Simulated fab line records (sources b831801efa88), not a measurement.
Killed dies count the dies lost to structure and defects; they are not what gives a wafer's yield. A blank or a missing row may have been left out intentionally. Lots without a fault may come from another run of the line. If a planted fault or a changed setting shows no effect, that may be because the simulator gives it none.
fab line records	flow sky130
[record] lots = 5	wafers = 15	last_day = 50
route steps=708 shown CAPM@538 METAL3@555 PAD_OPEN@708
lots that met no fault: taken from a fault-free run of the same line
start_h: hours from the record's first day to the start of the lot's first wafer shown	wait_h: hours since the lot's step before	" same as the row above	L1.1+2: a row that stands for several wafers	- no value present, or no start provided	* or withheld: withheld	< > ~ a bound
route shown NAME@n: NAME is a module with steps in the file, n the number in the route of the first one	usual: the fault-free wafers' mean and standard deviation	same: alike in all rows	chamber/n: place in a boat	sites: readings site by site	_std_site: how widely they spread, as a standard deviation	_edge_site: outer sites' mean less inner sites'	radius_mm: how far each site lies from the wafer's centre	mask NAME#n: copy n	behind: tool/chamber where the wafer was last shaped	hold: the reason the lot was held/the length of the hold in hours/how it ended	device: which transistor (n, p or np) failed to switch	end of line: the route-end tests of the same wafers	a step given without rows: its recipe and nothing more	killed: count of dies lost to structure and defects at first sort (not the wafer's yield)	map: dies across one wafer; x = killed, . = not, _ = none there
set.NAME: the setting as run; set.NAME@STEP: as run at that earlier step	model.NAME: the simulator's own value behind a step, which no gauge read
lots at selected steps of the route; one table per step, one row per wafer
services: the hour from which a tool's chamber was out of use, counted from the record's first day as start_h (under 0 if before that day), plus the number of hours and why
[[steps]]
[step SKY_CAPM_THK_MEAS_01]
[recipe] reads = SiO2_of_CAPM_CVD_00
[usual] CAPM_CVD_00_THK = 15.59/0.24
lot.wafer	tool	chamber	start_h	wait_h	CAPM_CVD_00_THK[nm]
L682.1	film_metro-01	-	883.96	-	15.88
L682.3	"	-	"	"	15.56
L682.4	"	-	"	"	15.93
L683.1	film_metro-04	-	890.81	-	15.77
L683.3	"	-	"	"	15.46
L683.4	"	-	"	"	15.87
L689.2	film_metro-01	-	942.04	-	15.76
L689.3	"	-	"	"	15.79
L689.4	"	-	"	"	15.74
L699.2	film_metro-04	-	1021.07	-	15.22
L699.3	"	-	"	"	15.24
L699.6	"	-	"	"	15.44
L700.2	film_metro-01	-	1022.68	-	15.70
L700.4	"	-	"	"	15.52
L700.5	"	-	"	"	15.95
[step SKY_CAPM_SPUTTER_02]
[recipe] material = TiN	target_thk_nm = 200	temp_c = 300	power_w = 6500	time_s = 166.7	chamber_pressure_pa = 0.4
[usual] substrate_temp_c = 300.01/0.17	throttle_valve_pct = 29.5/1.2
lot.wafer	tool	chamber	start_h	wait_h	substrate_temp_c	throttle_valve_pct
L682.1	pvd_sputter-04	-	884.02	0.1	300.06	30.7
L682.3	"	-	"	"	299.92	28.8
L682.4	"	-	"	"	299.93	29.1
L683.1	pvd_sputter-04	-	890.87	0.1	300.20	29.5
L683.3	"	-	"	"	300.12	28.9
L683.4	"	-	"	"	299.87	29.6
L689.2	pvd_sputter-02	-	942.09	0.0	300.00	29.9
L689.3	"	-	"	"	299.73	28.0
L689.4	"	-	"	"	299.90	27.0
L699.2	pvd_sputter-03	-	1021.12	0.0	299.82	29.7
L699.3	"	-	"	"	300.29	30.8
L699.6	"	-	"	"	300.10	30.8
L700.2	pvd_sputter-02	-	1022.73	0.0	299.98	27.1
L700.4	"	-	"	"	299.97	30.3
L700.5	"	-	"	"	300.05	27.1
[step SKY_CAPM_RS_MEAS_03]
[recipe] thk_meas_gauge = four-point-probe	reads = TiN_of_CAPM_SPUTTER_02
[usual] CAPM_TIN_RS = 6.86/0.071
lot.wafer	tool	chamber	start_h	wait_h	CAPM_TIN_RS[ohm/sq]
L682.1	film_metro-01	-	884.13	0.1	6.93
L682.3	"	-	"	"	6.85
L682.4	"	-	"	"	7.01
L683.1	film_metro-04	-	890.98	0.1	6.77
L683.3	"	-	"	"	6.73
L683.4	"	-	"	"	6.77
L689.2	film_metro-04	-	942.21	0.1	6.83
L689.3	"	-	"	"	6.82
L689.4	"	-	"	"	6.85
L699.2	film_metro-03	-	1021.25	0.1	6.75
L699.3	"	-	"	"	6.73
L699.6	"	-	"	"	6.73
L700.2	film_metro-04	-	1022.86	0.1	6.87
L700.4	"	-	"	"	6.82
L700.5	"	-	"	"	6.93
[step SKY_CAPM_THK_MEAS_04]
[recipe] thk_meas_gauge = xrf	reads = TiN_of_CAPM_SPUTTER_02
[usual] CAPM_TIN_THK = 202.5/2.1
lot.wafer	tool	chamber	start_h	wait_h	CAPM_TIN_THK[nm]
L682.1	film_metro-01	-	884.25	0.1	200.5
L682.3	"	-	"	"	202.6
L682.4	"	-	"	"	198.2
L683.1	film_metro-04	-	891.10	0.1	204.2
L683.3	"	-	"	"	206.1
L683.4	"	-	"	"	205.1
L689.2	film_metro-04	-	942.32	0.1	204.0
L689.3	"	-	"	"	203.9
L689.4	"	-	"	"	201.9
L699.2	film_metro-03	-	1021.36	0.1	205.3
L699.3	"	-	"	"	207.3
L699.6	"	-	"	"	206.0
L700.2	film_metro-04	-	1022.97	0.1	203.5
L700.4	"	-	"	"	204.2
L700.5	"	-	"	"	201.2
[step SKY_CAPM_DEHYDRATE_05]
[recipe] temp_c = 200	time_s = 60
[step SKY_CAPM_HMDS_06]
[recipe] prime_time_s = 60	prime_temp_c = 120
[step SKY_CAPM_COAT_07]
[recipe] resist = NOVOLAK	spin_rpm = 3000	resist_thk_nm = 1140
[step SKY_CAPM_SOFTBAKE_08]
[recipe] temp_c = 90	time_s = 60	resist = NOVOLAK
[step SKY_CAPM_EXPOSE_09]
[recipe] mask_id = CAPM	na = 0.6	source_shape = conventional	sigma_outer = 0.6	polarization = unpolarized	target_cd_nm = 1000	dose_mj = 159
[step SKY_CAPM_PEB_10]
[recipe] temp_c = withheld	time_s = *	resist = NOVOLAK
[step SKY_CAPM_DEVELOP_11]
[recipe] resist = NOVOLAK	developer = TMAH	develop_time_s = 60	dev_temp_c = 23
[step SKY_CAPM_OVL_MEAS_12]
[usual] CAPM_OVL = 0.9/1.4
lot.wafer	tool	chamber	start_h	wait_h	CAPM_OVL[nm]
L682.1	overlay-01	-	910.22	0.1	1.3
L682.3	"	-	"	"	1.9
L682.4	"	-	"	"	0.4
L683.1	overlay-02	-	916.57	0.1	2.3
L683.3	"	-	"	"	1.8
L683.4	"	-	"	"	2.0
L689.2	overlay-01	-	966.13	0.1	-0.1
L689.3	"	-	"	"	-0.3
L689.4	"	-	"	"	0.3
L699.2	overlay-02	-	1043.58	0.1	-1.6
L699.3	"	-	"	"	0.1
L699.6	"	-	"	"	0.6
L700.2	overlay-02	-	1045.12	0.1	-2.5
L700.4	"	-	"	"	0.4
L700.5	"	-	"	"	-2.5
[step SKY_CAPM_METAL_ETCH_13]
[recipe] target_depth_nm = 220	stop_on = SiO2	chemistry = Cl2/BCl3	target = TiN	pressure_mtorr = 10	icp_w = 900	bias_w = 48.5	Cl2_flow_sccm = 60	bcl3_flow_sccm = 30	time_s = 62.9
[usual] drypump_motor_current_A = 5.68/0.28	mfc_cl2_sccm = 60.04/0.16	oes_product_au = 0.945/0.007	run_length_s = 91.0/0.32	throttle_valve_pct = 21.899/0.0098
lot.wafer	tool	chamber	start_h	wait_h	drypump_motor_current_A	mfc_cl2_sccm	oes_product_au	rf_hours_counter_h	run_length_s	throttle_valve_pct	model.NOVOLAK_of_CAPM_COAT_07.thk_nm	model.SiO2_of_CAPM_CVD_00.thk_nm
L682.1	rie_metal-01	1	910.26	0.0	5.86	60.21	0.938	13	91.4	21.913	990.2	15.87
L682.3	"	1	"	"	5.86	60.25	0.941	-	91.1	21.876	987.7	15.54
L682.4	"	0	"	"	5.72	60.11	0.941	-	90.7	21.931	986.4	15.95
L683.1	rie_metal-02	1	916.60	0.0	5.43	60.13	0.955	12	90.8	21.891	990.9	15.78
L683.3	"	0	"	"	6.06	59.94	0.963	-	91.8	21.875	992.2	15.48
L683.4	"	1	"	"	5.47	59.86	0.943	-	91.0	21.902	990.3	15.82
L689.2	rie_metal-02	1	966.16	0.0	5.46	59.87	0.948	15	90.7	21.899	1002	15.74
L689.3	"	0	"	"	6.07	60.28	0.949	-	91.1	21.881	996	15.79
L689.4	"	1	"	"	5.48	59.88	0.887	-	98.3	21.935	981.5	13.13
L699.2	rie_metal-04	0	1043.61	0.0	5.44	60.06	0.948	20	91.1	21.896	994.2	15.24
L699.3	"	1	"	"	5.20	60.32	0.957	-	90.9	21.894	997.1	15.28
L699.6	"	0	"	"	5.45	60.29	0.955	-	90.9	21.889	992.9	15.48
L700.2	rie_metal-02	1	1045.17	0.0	5.47	60.24	0.946	-	91.0	21.904	994.4	15.7
L700.4	"	1	"	"	5.50	60.01	0.945	-	91.4	21.891	989	15.56
L700.5	"	1	"	"	5.47	59.94	0.930	-	90.7	21.901	990.2	15.96
[step SKY_CAPM_STRIP_14]
[recipe] chemistry = O2/N2	power_w = 1400	pressure_mtorr = 1500	platen_temp_c = withheld	o2_flow_sccm = 3000	n2_flow_sccm = 300	overash_fraction = 0.5
[usual] drypump_motor_current_A = 5.2/0.42	oes_product_au = 0.710/0.0045	strip_time_to_endpoint_s = 12.65/0.052
[same] overash_fraction = 0.5
lot.wafer	tool	chamber	start_h	wait_h	drypump_motor_current_A	oes_product_au	rf_hours_counter_h	strip_time_to_endpoint_s
L682.1	plasma_asher-01	1	910.33	0.1	4.6	0.702	77	12.61
L682.3	"	0	"	"	5.9	0.714	-	12.59
L682.4	"	1	"	"	4.6	0.716	-	12.57
L683.1	plasma_asher-03	0	916.68	0.1	5.4	0.707	46	12.63
L683.3	"	0	"	"	5.4	0.706	-	12.63
L683.4	"	1	"	"	5.2	0.708	-	12.63
L689.2	plasma_asher-01	0	966.23	0.1	5.9	0.712	83	12.76
L689.3	"	0	"	"	5.9	0.705	-	12.68
L689.4	"	1	"	"	4.6	0.707	-	12.53
L699.2	plasma_asher-04	1	1043.68	0.1	5.2	0.711	30	12.67
L699.3	"	1	"	"	5.2	0.715	-	12.71
L699.6	"	1	"	"	5.2	0.702	-	12.66
L700.2	plasma_asher-03	1	1045.30	0.1	5.2	0.716	59	12.67
L700.4	"	1	"	"	5.2	0.714	-	12.62
L700.5	"	1	"	"	5.2	0.703	-	12.61
[step SKY_CAPM_STRIP_15]
[recipe] chemistry = post_etch_residue_remover	time_s = 1200	temp_c = 72.5
[step SKY_CAPM_CLEAN_16]
[recipe] chemistry = IPA	time_s = 180	temp_c = 25
[step SKY_CAPM_CLEAN_17]
[recipe] chemistry = O3/DIW	dry = n2_spin
[step SKY_METAL3_DEHYDRATE_05]
[recipe] temp_c = 200	time_s = 60
[step SKY_METAL3_HMDS_06]
[recipe] prime_time_s = 60	prime_temp_c = 120
[step SKY_METAL3_COAT_07]
[recipe] resist = BARC	temp_c = withheld	time_s = withheld	spin_rpm = 3000	resist_thk_nm = 60
[step SKY_METAL3_COAT_08]
[recipe] resist = KrF-thick	spin_rpm = 3000	resist_thk_nm = 1140
[step SKY_METAL3_SOFTBAKE_09]
[recipe] temp_c = 100	time_s = 90	resist = KrF-thick
[step SKY_METAL3_EXPOSE_10]
[recipe] mask_id = MM3	na = 0.68	source_shape = annular	sigma_inner = 0.4	sigma_outer = 0.8	target_cd_nm = 300	dose_mj = 28
[step SKY_METAL3_PEB_11]
[recipe] peb_temp_c = withheld	peb_time_s = withheld	resist = KrF-thick
[step SKY_METAL3_DEVELOP_12]
[recipe] develop_time_s = 60	resist = KrF-thick	dev_temp_c = 21
[step SKY_METAL3_CD_MEAS_13]
[recipe] target_cd_nm = 300
[usual] cd_nm = 300.0/1.2
lot.wafer	tool	chamber	start_h	wait_h	cd_nm
L682.1	cd_sem-01	-	936.77	-	299.9
L682.3	"	-	"	"	300.7
L682.4	"	-	"	"	301.1
L683.1	cd_sem-01	-	942.51	-	300.7
L683.3	"	-	"	"	300.5
L683.4	"	-	"	"	300.3
L689.2	cd_sem-02	-	991.40	-	298.2
L689.3	"	-	"	"	298.1
L689.4	"	-	"	"	299.8
L699.2	cd_sem-02	-	1068.68	-	298.9
L699.3	"	-	"	"	300.1
L699.6	"	-	"	"	299.8
L700.2	cd_sem-01	-	1068.84	-	298.7
L700.4	"	-	"	"	298.7
L700.5	"	-	"	"	299.6
[step SKY_METAL3_OVL_MEAS_14]
[usual] METAL3_OVL = 1/5.7
lot.wafer	tool	chamber	start_h	wait_h	METAL3_OVL[nm]
L682.1	overlay-02	-	936.89	0.1	2
L682.3	"	-	"	"	7
L682.4	"	-	"	"	3
L683.1	overlay-02	-	942.63	0.1	-4
L683.3	"	-	"	"	-2
L683.4	"	-	"	"	0
L689.2	overlay-01	-	991.51	0.1	16
L689.3	"	-	"	"	-4
L689.4	"	-	"	"	8
L699.2	overlay-02	-	1068.79	0.1	6
L699.3	"	-	"	"	5
L699.6	"	-	"	"	1
L700.2	overlay-01	-	1068.94	0.1	16
L700.4	"	-	"	"	8
L700.5	"	-	"	"	5
[step SKY_METAL3_DESCUM_15]
[recipe] chemistry = O2	source_power_w = 150	bias_power_w = 0	pressure_mtorr = 10	temp_c = 40	time_s = 8
[usual] drypump_motor_current_A = 5.7/0.36	oes_product_au = 1.000/0.0091
lot.wafer	tool	chamber	start_h	wait_h	drypump_motor_current_A	oes_product_au	rf_hours_counter_h
L682.1	rie_metal-03	0	936.92	0.0	5.5	0.995	17
L682.3	"	0	"	"	5.5	0.998	-
L682.4	"	1	"	"	6.3	0.998	-
L683.1	rie_metal-04	1	942.67	0.0	5.2	1.002	10
L683.3	"	1	"	"	5.2	0.994	-
L683.4	"	0	"	"	5.5	1.024	-
L689.2	rie_metal-02	1	991.54	0.0	5.5	1.008	16
L689.3	"	1	"	"	5.5	1.004	-
L689.4	"	0	"	"	6.0	0.999	-
L699.2	rie_metal-03	1	1068.82	0.0	6.3	0.990	16
L699.3	"	1	"	"	6.3	0.992	-
L699.6	"	1	"	"	6.3	1.002	-
L700.2	rie_metal-03	0	1068.97	0.0	5.5	1.001	25
L700.4	"	0	"	"	5.5	0.994	-
L700.5	"	1	"	"	6.3	1.006	-
[step SKY_METAL3_ETCH_16]
[recipe] chemistry = N2/H2	target = BARC	ion_energy_ev = 200	bias_w = 100	pressure_mtorr = 30	n2_flow_sccm = 100	h2_flow_sccm = 200	icp_w = 500	stop_on = SiO2	time_s = 88.2	target_depth_a = 600
[usual] drypump_motor_current_A = 5.7/0.36	h2_flow_sccm = 200.1/0.68	oes_product_au = 0.625/0.0048	run_length_s = 116.42/0.27	throttle_valve_pct = 13.205/0.0082
lot.wafer	tool	chamber	start_h	wait_h	drypump_motor_current_A	h2_flow_sccm	oes_product_au	rf_hours_counter_h	run_length_s	throttle_valve_pct
L682.1	rie_metal-03	0	936.95	0.0	5.4	201.8	0.628	17	116.31	13.214
L682.3	"	0	"	"	5.5	201.8	0.630	-	116.35	13.212
L682.4	"	1	"	"	6.3	200.8	0.622	-	116.42	13.193
L683.1	rie_metal-04	1	942.70	0.0	5.2	200.9	0.625	10	116.21	13.218
L683.3	"	1	"	"	5.2	200.4	0.622	-	116.10	13.200
L683.4	"	0	"	"	5.4	201.8	0.622	-	116.39	13.209
L689.2	rie_metal-02	1	991.57	0.0	5.5	199.7	0.619	16	116.47	13.205
L689.3	"	1	"	"	5.5	199.4	0.625	-	115.99	13.209
L689.4	"	0	"	"	6.1	199.9	0.619	-	116.57	13.202
L699.2	rie_metal-03	1	1068.85	0.0	6.3	199.2	0.632	16	116.99	13.206
L699.3	"	1	"	"	6.3	198.9	0.623	-	116.59	13.192
L699.6	"	1	"	"	6.3	199.0	0.625	-	116.89	13.225
L700.2	rie_metal-03	0	1069.00	0.0	5.5	200.4	0.628	25	116.10	13.206
L700.4	"	0	"	"	5.5	200.7	0.625	-	116.24	13.206
L700.5	"	1	"	"	6.3	200.6	0.619	-	116.83	13.205
[step SKY_METAL3_ETCH_17]
[recipe] target = SiO2	stop_on = TiN	chemistry = C4F8/O2/Ar	source_w = 1500	bias_w = 1200	pressure_mtorr = 40	c4f8_flow_sccm = withheld	O2_flow_sccm = 6	Ar_flow_sccm = 300	time_s = 3.9	target_depth_a = 150
[usual] oes_product_au = 0.757/0.0075
lot.wafer	tool	chamber	start_h	wait_h	oes_product_au	rf_hours_counter_h	model.etch.depth_nm
L682.1	rie_diel-04	3	937.05	0.1	0.769	8	15.87
L682.3	"	1	"	"	0.761	10	15.54
L682.4	"	0	"	"	0.765	5	15.95
L683.1	rie_diel-01	0	942.80	0.1	0.762	21	15.78
L683.3	"	2	"	"	0.753	21	15.48
L683.4	"	3	"	"	0.759	16	15.82
L689.2	rie_diel-04	1	991.67	0.1	0.764	12	15.74
L689.3	"	3	"	"	0.764	9	15.79
L689.4	"	2	"	"	0.695	20	13.13
L699.2	rie_diel-03	0	1068.95	0.1	0.751	6	15.24
L699.3	"	2	"	"	0.755	24	15.28
L699.6	"	0	"	"	0.748	-	15.48
L700.2	rie_diel-04	3	1069.10	0.1	0.757	12	15.7
L700.4	"	0	"	"	0.750	9	15.56
L700.5	"	1	"	"	0.756	-	15.96
[step SKY_METAL3_METAL_ETCH_18]
[recipe] target_depth_a = 8450	stop_on = SiO2	over_etch_frac = 0.3	time_s = 183.1	chemistry = Cl2/BCl3	resist_sidewall_deg = 88	pressure_mtorr = 10	icp_w = 900	bias_w = 48.5	Cl2_flow_sccm = 60	bcl3_flow_sccm = 30
[usual] drypump_motor_current_A = 5.7/0.41	mfc_cl2_sccm = 60.00/0.17	oes_product_au = 0.865/0.0067	run_length_s = 211.32/0.27	throttle_valve_pct = 22.265/0.0095
lot.wafer	tool	chamber	start_h	wait_h	drypump_motor_current_A	mfc_cl2_sccm	oes_product_au	rf_hours_counter_h	run_length_s	throttle_valve_pct
L682.1	rie_metal-02	0	937.07	0.0	6.1	59.74	0.866	17	211.24	22.263
L682.3	"	1	"	"	5.5	60.02	0.867	-	211.04	22.276
L682.4	"	0	"	"	6.1	60.03	0.872	-	211.68	22.268
L683.1	rie_metal-03	1	942.82	0.0	6.3	59.95	0.877	8	211.55	22.268
L683.3	"	0	"	"	5.5	59.94	0.872	-	211.27	22.245
L683.4	"	1	"	"	6.3	60.19	0.878	-	211.52	22.270
L689.2	rie_metal-03	0	991.69	0.0	5.5	59.94	0.854	20	211.32	22.262
L689.3	"	1	"	"	6.3	60.26	0.854	-	212.08	22.258
L689.4	"	0	"	"	5.5	59.79	0.863	-	211.05	22.270
L699.2	rie_metal-02	1	1068.97	0.0	5.5	59.92	0.866	21	210.93	22.281
L699.3	"	0	"	"	6.1	59.87	0.861	-	211.38	22.256
L699.6	"	1	"	"	5.5	60.07	0.866	-	210.93	22.266
L700.2	rie_metal-04	0	1069.12	0.0	5.4	59.67	0.861	21	211.24	22.263
L700.4	"	0	"	"	5.5	59.96	0.863	-	211.36	22.262
L700.5	"	1	"	"	5.2	60.06	0.860	-	211.06	22.259
[step SKY_PAD_OPEN_PROBE_99]
[usual] defect_limited_yield = 82.3/1.8	killed_at_M0_to_M3 = 43/6	killed_at_M4_up = 3.2/1.9	killed_at_contacts = 25/5.4	killed_at_front_end = 15/4.5	killed_at_other = 0.3/0.59	killed_dies = 87/8.7	killed_open = 47/6.7	killed_short = 39/5.7	sort_bin_3_pad_short = 0.9/0.43	sort_bin_5_function = 10.4/1.4	sort_bin_6_memory = 6.4/1.2	sort_n_pass = 405/8.7	sort_yield_pct = 82.3/1.8
[same] gross_dies = 492	killed_at_back_side = 0	sort_bin_4_leakage[%] = 0	sort_bin_8_speed[%] = 0
lot.wafer	tool	chamber	start_h	wait_h	defect_limited_yield[%]	killed_at_M0_to_M3	killed_at_M4_up	killed_at_contacts	killed_at_front_end	killed_at_other	killed_dies	killed_open	killed_short	sort_bin_3_pad_short[%]	sort_bin_5_function[%]	sort_bin_6_memory[%]	sort_n_pass	sort_yield_pct[%]	model.etest.cap_mim.bv_v	model.etest.cap_mim.leak_log10_a_cm2
L682.1	prober-01	-	1106.27	0.1	82.9	48	3	19	14	0	84	44	40	0.2	9.8	7.1	408	82.9	14.32	-9.037
L682.3	prober-01	-	1106.37	0.2	79.3	51	3	35	13	0	102	59	43	1.2	12.8	6.7	390	79.3	13.28	-8.762
L682.4	prober-01	-	1106.42	0.2	81.5	45	6	22	18	0	91	41	50	1.4	11.4	5.7	401	81.5	13.66	-8.841
L683.1	prober-02	-	1108.90	0.1	82.1	41	8	22	17	0	88	56	32	1.2	10.4	6.3	404	82.1	14.46	-9.045
L683.3	prober-02	-	1109.00	0.2	82.5	36	2	25	23	0	86	43	43	1.2	8.1	8.1	406	82.5	13.61	-8.853
L683.4	prober-02	-	1109.05	0.2	80.1	50	2	30	15	1	98	51	47	0.8	10.8	8.3	394	80.1	14.43	-9.049
L689.2	prober-02	-	1160.04	0.1	84.6	41	3	24	8	0	76	31	45	1.4	8.3	5.7	416	84.6	14.36	-9.01
L689.3	prober-02	-	1160.09	0.2	81.3	48	4	22	17	1	92	52	39	0.4	10.6	7.7	400	81.3	14.26	-8.905
L689.4	prober-02	-	1160.14	0.2	82.7	39	4	29	12	1	85	52	33	1.4	10.0	5.9	407	82.7	14.03	-8.846
L699.2	prober-02	-	1208.99	0.1	84.3	42	4	20	11	0	77	38	39	0.2	8.3	7.1	415	84.3	13.49	-8.819
L699.3	prober-02	-	1209.04	0.2	79.5	67	3	18	13	0	101	56	45	0.8	11.8	7.9	391	79.5	13.72	-8.905
L699.6	prober-02	-	1209.19	0.2	82.5	48	4	20	14	0	86	42	44	1.0	9.8	6.7	406	82.5	13.86	-8.965
L700.2	prober-01	-	1210.14	0.1	83.3	44	2	25	11	0	82	45	37	0.6	9.3	6.7	410	83.3	14.01	-9.021
L700.4	prober-01	-	1210.24	0.2	84.1	38	4	23	13	0	78	45	33	1.4	9.3	5.1	414	84.1	13.87	-8.936
L700.5	prober-01	-	1210.29	0.2	83.1	43	2	27	11	0	83	49	34	0.8	10.4	5.7	409	83.1	14.68	-9.133
// killed by level:class
L682.1 VIA3:geometric_particle:open=11 CONTACT:geometric_particle:open=8 METAL1:geometric_particle:short=6 VIA3:geometric_particle:short=6 FIELD_ISO:geometric_particle:open=5 POLY_GATE:geometric_particle:short=5 VIA1:geometric_particle:open=5 VIA1:geometric_particle:short=5
L682.3 VIA1:geometric_particle:open=20 LI_CONTACT:geometric_particle:open=12 VIA3:geometric_particle:open=8 VIA1:geometric_particle:short=7 CONTACT:geometric_particle:short=6 CONTACT:geometric_particle:open=6 LI_CONTACT:geometric_particle:short=5 LOCAL_INTERCONNECT:geometric_particle:short=5
L682.4 VIA1:geometric_particle:open=10 VIA3:geometric_particle:open=9 FIELD_ISO:geometric_particle:short=8 METAL1:geometric_particle:short=8 LI_CONTACT:geometric_particle:open=7 CONTACT:geometric_particle:open=5 METAL2:geometric_particle:short=5 LI_CONTACT:geometric_particle:short=4
L683.1 CONTACT:geometric_particle:open=13 VIA1:geometric_particle:open=8 VIA3:geometric_particle:open=7 POLY_GATE:geometric_particle:open=5 METAL2:geometric_particle:short=5 CONTACT:geometric_particle:short=5 METAL1:geometric_particle:short=5 METAL4:geometric_particle:short=5
L683.3 CONTACT:geometric_particle:open=9 VIA2:geometric_particle:open=8 CONTACT:geometric_particle:short=5 VIA3:geometric_particle:open=5 VIA3:geometric_particle:short=5 FIELD_ISO:geometric_particle:open=4 POLY_GATE:geometric_particle:short=4 LI_CONTACT:geometric_particle:open=4
L683.4 LI_CONTACT:geometric_particle:open=9 CONTACT:geometric_particle:open=9 VIA3:geometric_particle:short=9 VIA1:geometric_particle:open=8 CONTACT:geometric_particle:short=8 VIA3:geometric_particle:open=6 FIELD_ISO:geometric_particle:open=5 METAL1:geometric_particle:short=5
L689.2 LOCAL_INTERCONNECT:geometric_particle:short=7 METAL1:geometric_particle:short=7 VIA1:geometric_particle:open=7 VIA3:geometric_particle:open=6 VIA2:geometric_particle:open=5 LI_CONTACT:geometric_particle:open=5 VIA2:geometric_particle:short=5 VIA3:geometric_particle:short=5
L689.3 VIA1:geometric_particle:open=11 CONTACT:geometric_particle:open=10 VIA3:geometric_particle:open=7 VIA2:geometric_particle:open=6 LI_CONTACT:geometric_particle:open=6 FIELD_ISO:geometric_particle:short=5 METAL2:geometric_particle:short=5 METAL1:geometric_particle:short=4
L689.4 CONTACT:geometric_particle:open=11 VIA1:geometric_particle:open=10 VIA3:geometric_particle:open=9 LI_CONTACT:geometric_particle:open=7 VIA3:geometric_particle:short=6 CONTACT:geometric_particle:short=5 FIELD_ISO:geometric_particle:short=4 VIA2:geometric_particle:open=4
L699.2 CONTACT:geometric_particle:open=8 METAL1:geometric_particle:short=8 VIA1:geometric_particle:open=7 VIA3:geometric_particle:open=7 METAL2:geometric_particle:short=6 POLY_GATE:geometric_particle:short=5 LOCAL_INTERCONNECT:geometric_particle:short=5 VIA2:geometric_particle:open=5
L699.3 VIA1:geometric_particle:open=15 METAL1:geometric_particle:short=12 VIA1:geometric_particle:short=9 VIA2:geometric_particle:open=9 VIA3:geometric_particle:open=7 CONTACT:geometric_particle:open=6 LI_CONTACT:geometric_particle:open=6 METAL2:geometric_particle:short=5
L699.6 VIA1:geometric_particle:open=10 VIA3:geometric_particle:open=7 METAL1:geometric_particle:short=6 VIA2:geometric_particle:open=6 VIA2:geometric_particle:short=6 POLY_GATE:geometric_particle:short=5 LI_CONTACT:geometric_particle:open=5 LOCAL_INTERCONNECT:geometric_particle:short=5
L700.2 VIA1:geometric_particle:open=9 CONTACT:geometric_particle:open=7 VIA2:geometric_particle:open=6 CONTACT:geometric_particle:short=5 METAL2:geometric_particle:short=5 POLY_GATE:geometric_particle:open=4 LOCAL_INTERCONNECT:geometric_particle:open=4 LOCAL_INTERCONNECT:geometric_particle:short=4
L700.4 LI_CONTACT:geometric_particle:open=8 CONTACT:geometric_particle:open=7 VIA1:geometric_particle:open=6 VIA2:geometric_particle:open=6 CONTACT:geometric_particle:short=5 METAL2:geometric_particle:short=4 METAL1:geometric_particle:short=4 METAL1:geometric_particle:open=4
L700.5 VIA1:geometric_particle:open=12 CONTACT:geometric_particle:open=7 VIA3:geometric_particle:open=7 LI_CONTACT:geometric_particle:short=6 VIA2:geometric_particle:open=6 POLY_GATE:geometric_particle:open=5 LI_CONTACT:geometric_particle:open=5 CONTACT:geometric_particle:short=5
[[services]]
tool	chamber	start_h	hours	kind
pvd_sputter-02	-	863.63	7.7	repair
pvd_sputter-03	-	867.32	3.9	repair
rie_diel-03	0	868.93	-	clean
rie_diel-03	0	868.93	16.0	scheduled_down
rie_diel-04	3	875.23	5.5	repair
rie_metal-04	0	882.02	5.4	repair
rie_diel-01	3	896.30	2.6	repair
rie_diel-03	0	919.86	11.3	repair
rie_diel-03	1	925.90	2.8	repair
rie_metal-04	-	950.01	14.6	pm
pvd_sputter-03	-	965.07	5.4	repair
rie_diel-04	1	967.04	4.1	repair
rie_metal-02	0	969.93	1.9	repair
rie_diel-04	-	971.53	2.8	pm
rie_metal-04	-	1023.55	2.8	pm
rie_diel-04	1	1024.82	17.9	repair
rie_diel-01	3	1025.70	4.2	repair
rie_diel-04	3	1034.18	5.4	repair
rie_diel-03	2	1039.15	12.6	repair
rie_metal-02	0	1044.71	-	clean
rie_metal-02	0	1044.71	23.0	scheduled_down
rie_metal-02	0	1044.71	23.0	vent_cycle
rie_diel-01	2	1066.52	3.4	repair
rie_diel-03	3	1068.70	7.0	repair
[[key]]
[first_sign] step = SKY_CAPM_METAL_ETCH_13	reading = run_length_s	direction = up	sigmas = 23	usual = *	struck = *
[effect] step = SKY_CAPM_METAL_ETCH_13	reading = oes_product_au	direction = down	sigmas = 8.4	usual = 0.945	struck = 0.887
[effect] step = SKY_METAL3_ETCH_17	reading = oes_product_au	direction = down	sigmas = 8.3	usual = 0.757	struck = 0.695
[model_effect] step = SKY_CAPM_METAL_ETCH_13	value = NOVOLAK_of_CAPM_COAT_07.thk_nm	without = 998.9	struck = 981.5
[model_effect] step = SKY_METAL3_ETCH_17	value = etch.depth_nm	without = 15.73	struck = 13.13
[model_effect] step = SKY_PAD_OPEN_PROBE_99	value = etest.cap_mim.bv_v	without = 14.63	struck = 14.03
met_at SKY_CAPM_METAL_ETCH_13
struck_wafers L689.4
onset_between 916.60 966.16
[fault] kind = process_parameter_drift	tool = rie_metal-02	chamber = -	onset_h = 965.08	steps = SKY_CAPM_METAL_ETCH_13	channel = time_s	offset = *	shape = step	end_h = 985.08	scope = struck_wafers_only	acts_in = *	stated = *
